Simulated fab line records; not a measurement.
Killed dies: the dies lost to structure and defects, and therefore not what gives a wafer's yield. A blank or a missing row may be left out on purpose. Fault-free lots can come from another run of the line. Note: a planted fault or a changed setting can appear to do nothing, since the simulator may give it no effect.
Comparing a struck lot with a sound one :: flow gf180mcu :: 39 steps out of a route of 602
Sound: wafers L352.4, L352.5, L352.6. Struck: wafer L359.2. (L359.1 of the same lot was not struck and is left out.) The cause comes at the end.
Order at every step that has rows: each side's tool, ch and its chambers, its first start. Under that, the readings that differ: sound wafers :: struck wafers :: difference of the means :: sigmas: that difference in standard deviations of wafers without a fault.
alike: same words and numbers on both sides, and readings whose means sit less than 2 such deviations apart. not compared: any withheld reading, any reading some wafer has no value for, any bound like >300 that may hide the same value, and any number with overlapping values for which the record gives no deviation.
The two part at a step that has a row with sigmas, a row that says differs or no value, or rows on one side only. Numbers that have no deviation but don't overlap get no sigmas and don't part them. A reading missing from all wafers of one side parts the sides only when that side holds two or more wafers.

first, 4 steps without rows for these wafers: GF_M2_SOFTBAKE_10 (time 60 s); GF_M2_EXPOSE_11 (exposes mask Metal2, target cd 280 nm); GF_M2_PEB_12 (peb time 90 s); GF_M2_DEVELOP_13 (develop time 60 s).
GF_M2_CD_MEAS_14: target cd 280 nm.
  sound: cd_sem-02 at day 22 17:24; struck: cd_sem-01 at day 25 08:32
  alike: cd_nm
GF_M2_OVL_MEAS_15:
  sound: overlay-01 at day 22 17:29; struck: overlay-01 at day 25 08:40
  alike: M2_OVL
GF_M2_METAL_ETCH_16: etches the open film in Cl2/BCl3, stops on SiO2, target depth 750.8 nm, time 125.1 s.
  sound on rie_metal-01 ch 0,1, day 22 17:32; struck on rie_metal-02 ch 1, day 25 08:41
reading: rf_hours_counter_h (h)
sound: - - -
struck: 7
difference: no value on the sound wafers
sigmas: 

reading: throttle_valve_pct (%)
sound: 28.230 28.211 28.234
struck: 28.246
difference: +0.021
sigmas: +2
  alike: drypump_motor_current_A, oes_product_au
then, 4 steps without rows for these wafers: GF_M2_STRIP_17 (strips in O2/N2); GF_M2_STRIP_18 (strips in post etch residue remover, time 1200 s); GF_M2_CLEAN_19 (cleans in DIW); GF_V2_CVD_00 (deposits SiO2, target thk 600 nm, time 100 s).
GF_V2_THK_MEAS_01:
  sound: film_metro-04 at day 22 18:25; struck: film_metro-02 at day 25 09:26
  alike: V2_CVD_00_THK
GF_V2_CVD_02: deposits SiO2 from TEOS, target thk 850 nm, time 94.851 s.
  sound on pecvd-04 ch 0,1,2, day 22 18:29; struck on pecvd-04 ch 1, day 25 09:29
reading: model.SiO2_of_V2_CVD_02.thk_nm (nm)
sound: 848 861 859.2
struck: 539.4
difference: -316.7
sigmas: 
  alike: heater_power_outer_w, heater_power_w
GF_V2_THK_MEAS_03:
  sound: film_metro-04 at day 22 18:33; struck: film_metro-04 at day 25 09:34
reading: V2_CVD_02_THK (nm)
sound: 848 861 859
struck: 539
difference: -317
sigmas: -33
GF_V2_CMP_04: polishes SiO2.
  sound on cmp-02 ch 0,1, day 22 18:38; struck on cmp-01 ch 2, day 25 09:40
reading: motor_current_A (A)
sound: 10.8 12.3 10.1
struck: 12.7
difference: +1.6
sigmas: +2

reading: time_to_endpoint_s (s)
sound: 84 87 91
struck: 38
difference: -49
sigmas: -10
GF_V2_BOW_MEAS_05:
  sound: film_metro-02 at day 22 18:56; struck: film_metro-04 at day 25 09:55
  alike: V2_BOW
then, 8 steps without rows for these wafers: GF_V2_DEHYDRATE_06 (time 60 s); GF_V2_HMDS_07 (prime time 60 s); GF_V2_COAT_08; GF_V2_COAT_09 (resist thk 1000 nm); GF_V2_SOFTBAKE_10 (time 60 s); GF_V2_EXPOSE_11 (exposes mask Via2, target cd 260 nm); GF_V2_PEB_12 (peb time 90 s); GF_V2_DEVELOP_13 (develop time 60 s).
GF_V2_CD_MEAS_14: target cd 260 nm.
  sound: cd_sem-02 at day 23 17:21; struck: cd_sem-02 at day 26 07:13
  alike: cd_nm
GF_V2_OVL_MEAS_15:
  sound: overlay-01 at day 23 17:26; struck: overlay-02 at day 26 07:20
reading: V2_OVL (nm)
sound: -9 -13 -12
struck: 1
difference: +12
sigmas: +2
GF_V2_ETCH_16: etches BARC in N2/H2.
  sound on rie_diel-01 ch 1,2, day 23 17:27; struck on rie_diel-01 ch 3, day 26 07:22
  alike: drypump_motor_current_A, oes_product_au, throttle_valve_pct
GF_V2_ETCH_17: etches SiO2 in C4F8/O2/Ar, stops on TiN, target depth 630 nm.
  sound: rie_diel-01 ch 1,2; struck: rie_diel-01 ch 3
reading: oes_product_au (a.u.)
sound: 0.862 0.856 0.860
struck: 0.786
difference: -0.073
sigmas: -16

reading: model.etch.depth_nm (nm)
sound: 632.8 631.4 631.6
struck: 539.4
difference: -92.5
sigmas: 

reading: model.V2.feature_depth_nm (nm)
sound: 632.8 631.4 631.6
struck: 539.4
difference: -92.5
sigmas: 
GF_V2_STRIP_18: strips in O2/N2.
  sound on plasma_asher-03 ch 0,1, day 23 17:37; struck on plasma_asher-04 ch 0, day 26 07:30
reading: rf_hours_counter_h (h)
sound: - - -
struck: 18
difference: no value on the sound wafers
sigmas: 
  alike: drypump_motor_current_A, heater_power_w, oes_product_au
then, 4 steps without rows for these wafers: GF_V2_STRIP_19 (strips in post etch residue remover, time 1200 s); GF_V2_CLEAN_20 (cleans in DIW); GF_V2_SPUTTER_21 (material Ti, target thk 15 nm, time 80.02 s); GF_V2_SPUTTER_22 (material TiN, target thk 10 nm, time 40 s).
GF_V2_CVD_23: deposits W, target thk 350 nm, time 104.94 s.
  sound on cvd_w-01 ch 0,1, day 23 18:15; struck on cvd_w-02 ch 1, day 26 08:08
reading: heater_power_outer_w (W)
sound: 526 509 535
struck: 447
difference: -76
sigmas: -2
  alike: heater_power_w
GF_V2_RS_MEAS_24: the measuring method here is four-point-probe.
  sound: film_metro-02 at day 23 18:23; struck: film_metro-01 at day 26 08:14
reading: V2_W_RS (ohm/sq)
sound: 0.330 0.330 0.332
struck: 0.322
difference: -0.009
sigmas: -3
GF_V2_THK_MEAS_25: measures by xrf.
  sound: film_metro-02 at day 23 18:29; struck: film_metro-01 at day 26 08:22
  alike: V2_W_THK
GF_V2_CMP_26: polishes, stops on SiO2, t overpolish 15 s, target thk 0 nm.
  sound on cmp-02 ch 1,2, day 23 18:34; struck on cmp-01 ch 3, day 26 08:25
reading: model.SiO2_of_V2_CVD_02.thk_nm (nm)
sound: 629 627.6 627.8
struck: 535.6
difference: -92.5
sigmas: 
  alike: motor_current_A, overpolish_run_s, time_to_endpoint_s
GF_M3_SPUTTER_00: material Ti, target thk 37.5 nm, time 150 s.
  sound: pvd_sputter-03 at day 23 18:49; struck: pvd_sputter-02 at day 26 08:43
  alike: throttle_valve_pct
-- the record jumps here: 7 days lie between the struck wafers' starts before and after (it left off in module M3 and takes up again in module PASSIVATION, whose first step shown is number 602 of the route) --
GF_PASSIVATION_PROBE_99:
  sound: prober-02 at day 31 17:08; struck: prober-02 at day 33 17:41
reading: model.etest.met3_comb.leak_log10_a_um
sound: -11.93 -12.23 -11.96
struck: -7.091
difference: +4.949
sigmas: 

WHERE THEY PART
Last at GF_V2_RS_MEAS_24 as far as this record goes, first at GF_M2_METAL_ETCH_16. Later steps at which nothing parts them and some readings are alike: GF_V2_THK_MEAS_25, GF_V2_CMP_26, GF_M3_SPUTTER_00.

WHY: whatever the simulator had introduced
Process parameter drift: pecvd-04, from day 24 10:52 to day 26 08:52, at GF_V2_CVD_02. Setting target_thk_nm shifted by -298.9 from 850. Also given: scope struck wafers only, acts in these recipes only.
